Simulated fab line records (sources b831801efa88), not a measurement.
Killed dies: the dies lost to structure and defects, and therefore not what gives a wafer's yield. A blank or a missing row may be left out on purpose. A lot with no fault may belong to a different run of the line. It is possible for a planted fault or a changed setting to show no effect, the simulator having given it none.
What tool caused it? + flow gf180mcu + Sampling: 14 lots, 42 wafers, 4 of 602 route steps

## WHAT EACH GAUGE READ, for each wafer
GF_V1_CD_MEAS_14: target cd 260 nm. Usual: cd nm reads 259.7 nm (standard deviation 1.3).
| lot  | measured     | on        | cd nm (nm)        | flag |
|------|--------------|-----------|-------------------|------|
| L275 | day 18 04:56 | cd sem-02 | 257.1 258.6 257.4 |      |
| L276 | day 18 22:26 | cd sem-01 | 261.0 261.5 261.9 |      |
| L277 | day 18 23:08 | cd sem-02 | 260.0 261.8 259.9 |      |
| L280 | day 20 05:32 | cd sem-02 | 260.7 259.7 261.4 |      |
| L288 | day 22 22:22 | cd sem-01 | 258.3 258.0 256.9 |      |
| L291 | day 23 15:34 | cd sem-01 | 260.7 259.7 261.0 |      |
| L292 | day 23 23:08 | cd sem-01 | 258.6 258.0 258.6 |      |
| L294 | day 24 16:07 | cd sem-01 | 260.9 259.6 259.5 |      |
| L295 | day 25 00:31 | cd sem-01 | 261.2 261.0 260.7 |      |
| L296 | day 25 07:28 | cd sem-01 | 260.7 259.8 260.0 |      |
| L297 | day 25 15:13 | cd sem-02 | 259.2 259.4 259.8 |      |
| L298 | day 26 03:16 | cd sem-01 | 261.9 260.4 260.5 |      |

## EACH LOT AND THE TOOL THAT RAN IT (in order: tool; ch and the chambers of the sampled wafers; start)
| lot  | GF_VT_IMPLANT_EXPOSE_04             | GF_CONTACT_CMP_04             | GF_CONTACT_SPUTTER_22        |
|------|-------------------------------------|-------------------------------|------------------------------|
| L275 | iline stepper-01 ch 0, day 5 10:11  | cmp-02 ch 0,1,2, day 15 06:11 | pvd sputter-02, day 16 04:59 |
| L276 | iline stepper-02 ch 0, day 5 15:14  | cmp-01 ch 0,2,3, day 15 22:53 | pvd sputter-03, day 16 21:47 |
| L277 | iline stepper-02 ch 0, day 5 20:11  | cmp-02 ch 1,2,3, day 15 23:16 | pvd sputter-03, day 16 22:08 |
| L280 | iline stepper-02 ch 0, day 6 11:37  | cmp-01 ch 0,3, day 17 02:50   | pvd sputter-04, day 18 02:53 |
| L286 | iline stepper-01, day 8 05:37       | -                             | -                            |
| L287 | iline stepper-01, day 8 07:01       | -                             | -                            |
| L288 | iline stepper-02 ch 0, day 8 14:39  | cmp-02 ch 0,2,3, day 19 22:13 | pvd sputter-03, day 20 22:20 |
| L291 | iline stepper-02 ch 0, day 9 09:14  | cmp-01 ch 2,3, day 20 15:56   | pvd sputter-03, day 21 16:29 |
| L292 | iline stepper-01 ch 0, day 9 12:58  | cmp-02 ch 1,2,3, day 20 23:47 | pvd sputter-04, day 21 23:50 |
| L294 | iline stepper-02 ch 0, day 10 03:07 | cmp-02 ch 0,1, day 21 17:20   | pvd sputter-03, day 22 17:11 |
| L295 | iline stepper-01 ch 0, day 10 07:45 | cmp-01 ch 0,1,3, day 22 02:33 | pvd sputter-04, day 23 02:03 |
| L296 | iline stepper-02 ch 0, day 10 14:29 | cmp-02 ch 1,2,3, day 22 09:00 | pvd sputter-03, day 23 08:59 |
| L297 | iline stepper-01 ch 0, day 10 18:38 | cmp-01 ch 0,1,3, day 22 18:25 | pvd sputter-03, day 23 17:53 |
| L298 | iline stepper-02 ch 0, day 11 03:09 | cmp-02 ch 1,2,3, day 23 06:34 | pvd sputter-04, day 24 05:41 |
- GF_VT_IMPLANT_EXPOSE_04: exposes mask LVPWELL LV AREA, target cd 600 nm.
- GF_CONTACT_CMP_04: polishes SiO2.
- GF_CONTACT_SPUTTER_22: material Ti, target thk 15 nm, time 80.02 s.

## WHAT THE TOOLS THEMSELVES READ (means of the sampled wafers that have a number; where no wafer has one, the mark that the record gives instead)
GF_VT_IMPLANT_EXPOSE_04. Usual: exposure dose mJ cm2 140.03, standard deviation 0.15; focus offset nm 0.0 nm, standard deviation 0.46.
| lot  | tool             | exposure dose mJ cm2 | focus offset nm (nm) | flag |
|------|------------------|----------------------|----------------------|------|
| L275 | iline stepper-01 | 139.91               | 0.4                  |      |
| L276 | iline stepper-02 | 140.03               | 0.3                  |      |
| L277 | iline stepper-02 | 140.00               | 0.1                  |      |
| L280 | iline stepper-02 | 139.91               | -0.0                 |      |
| L286 | iline stepper-01 | -                    | -                    | OFF  |
| L287 | iline stepper-01 | -                    | -                    | OFF  |
| L288 | iline stepper-02 | 140.04               | -0.2                 |      |
| L291 | iline stepper-02 | 140.08               | -0.4                 |      |
| L292 | iline stepper-01 | 140.02               | 0.6                  |      |
| L294 | iline stepper-02 | 140.06               | -0.3                 |      |
| L295 | iline stepper-01 | 140.13               | -0.2                 |      |
| L296 | iline stepper-02 | 139.92               | 0.0                  |      |
| L297 | iline stepper-01 | 140.14               | -0.1                 |      |
| L298 | iline stepper-02 | 139.89               | 0.4                  |      |

GF_CONTACT_CMP_04. Usual: motor current A 12.2 A, standard deviation 1.2; retaining ring pressure frac 1.000, standard deviation 0.0049; time to endpoint s 107 s, standard deviation 5.6.
| lot  | tool   | motor current A (A) | retaining ring pressure frac | time to endpoint s (s) | flag |
|------|--------|---------------------|------------------------------|------------------------|------|
| L275 | cmp-02 | 12.2                | 0.998                        | 113                    |      |
| L276 | cmp-01 | 12.4                | 0.996                        | 106                    |      |
| L277 | cmp-02 | 12.6                | 1.000                        | 110                    |      |
| L280 | cmp-01 | 12.2                | 1.003                        | 99                     |      |
| L288 | cmp-02 | 12.1                | 0.998                        | 113                    |      |
| L291 | cmp-01 | 12.1                | 0.998                        | 103                    |      |
| L292 | cmp-02 | 12.6                | 0.996                        | 104                    |      |
| L294 | cmp-02 | 12.4                | 0.994                        | 108                    |      |
| L295 | cmp-01 | 12.5                | 1.001                        | 105                    |      |
| L296 | cmp-02 | 12.6                | 0.993                        | 112                    |      |
| L297 | cmp-01 | 12.3                | 1.002                        | 107                    |      |
| L298 | cmp-02 | 12.4                | 1.001                        | 114                    |      |

GF_CONTACT_SPUTTER_22. Usual: throttle valve pct reads 29.7 % (standard deviation 0.87).
| lot  | tool           | throttle valve pct (%) | flag |
|------|----------------|------------------------|------|
| L275 | pvd sputter-02 | 29.1                   |      |
| L276 | pvd sputter-03 | 29.4                   |      |
| L277 | pvd sputter-03 | 30.2                   |      |
| L280 | pvd sputter-04 | 30.7                   |      |
| L288 | pvd sputter-03 | 29.5                   |      |
| L291 | pvd sputter-03 | 29.3                   |      |
| L292 | pvd sputter-04 | 30.3                   |      |
| L294 | pvd sputter-03 | 30.1                   |      |
| L295 | pvd sputter-04 | 30.0                   |      |
| L296 | pvd sputter-03 | 29.0                   |      |
| L297 | pvd sputter-03 | 29.2                   |      |
| L298 | pvd sputter-04 | 30.8                   |      |

## THE ANSWER, worked out from the rows above alone
Rule: lot off if the mean of its wafers having a number is beyond 3 standard deviations from the usual mean. Also off: a lot with no number at a reading for which 4 or more lots have one. All remaining lots with rows at the step are treated as sound. First the gauges in route order, then the tools' own readings, where a lot's mean is used as printed above. At the first step where some lot is off, the reading lying furthest off is the one used; lots without a number count as furthest.
Off: L286, L287 (GF_VT_IMPLANT_EXPOSE_04, exposure dose mJ cm2). Without a number there: L286, L287.
A tool fits if, at that step or a process step before it, it ran every lot that is off, and no sound lot after the first of them. None of those tried fits.

## WHAT THE SIMULATOR HAD INSERTED
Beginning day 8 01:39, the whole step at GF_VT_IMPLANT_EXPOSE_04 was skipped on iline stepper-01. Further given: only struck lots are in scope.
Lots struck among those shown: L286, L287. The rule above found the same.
